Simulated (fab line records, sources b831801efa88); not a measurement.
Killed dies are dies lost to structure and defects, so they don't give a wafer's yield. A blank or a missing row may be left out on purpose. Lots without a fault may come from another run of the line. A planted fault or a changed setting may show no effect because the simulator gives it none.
Chamber matching | flow gf180mcu | GF_PASSIVATION_CVD_02 on pecvd-01: 3 sister chambers
The step deposits Si3N4, target thk 700 nm, time 486.18 s. 3 wafers are shown with their chamber, then 8 later ones without.

WAFERS WITH THEIR CHAMBER
wafer  | chamber | heater_power_w (W)
L084.5 | 0       | 778
L085.6 | 1       | 581
L093.2 | 2       | 629

WAFERS WITHOUT THEIR CHAMBER
wafer  | heater_power_w (W)
L093.5 | 663
L093.6 | 705
L095.1 | 752
L095.2 | 611
L095.3 | 684
L095.4 | 667
L095.5 | 688
L095.6 | 766

WHICH CHAMBER EACH WENT THROUGH
wafer  | from the rows above          | in truth
L093.5 | can't be placed: 2 or 1 or 0 | 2
L093.6 | can't be placed: 0 or 2 or 1 | 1
L095.1 | 0                            | 0
L095.2 | can't be placed: 2 or 1      | 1
L095.3 | can't be placed: 2 or 0 or 1 | 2
L095.4 | can't be placed: 2 or 1 or 0 | 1
L095.5 | can't be placed: 2 or 0 or 1 | 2
L095.6 | 0                            | 0
Placed correctly: 2 of 8. Can't be placed from these rows: 6 (the true chamber is among the candidates in 6). Placed wrongly: 0.
How it was worked out, from the rows above alone: a wafer's distance from a chamber is the root of the sum, over the readings, of the square of ((its reading less the chamber's mean) divided by the reading's scatter). The wafer belongs to the nearest chamber; if the next one is less than 2 further off, it can't be placed. A chamber's mean is the mean of its shown wafers. The scatter: with one shown wafer a chamber, the root of the mean of the squares of how far each hidden wafer lies from its nearest shown one.
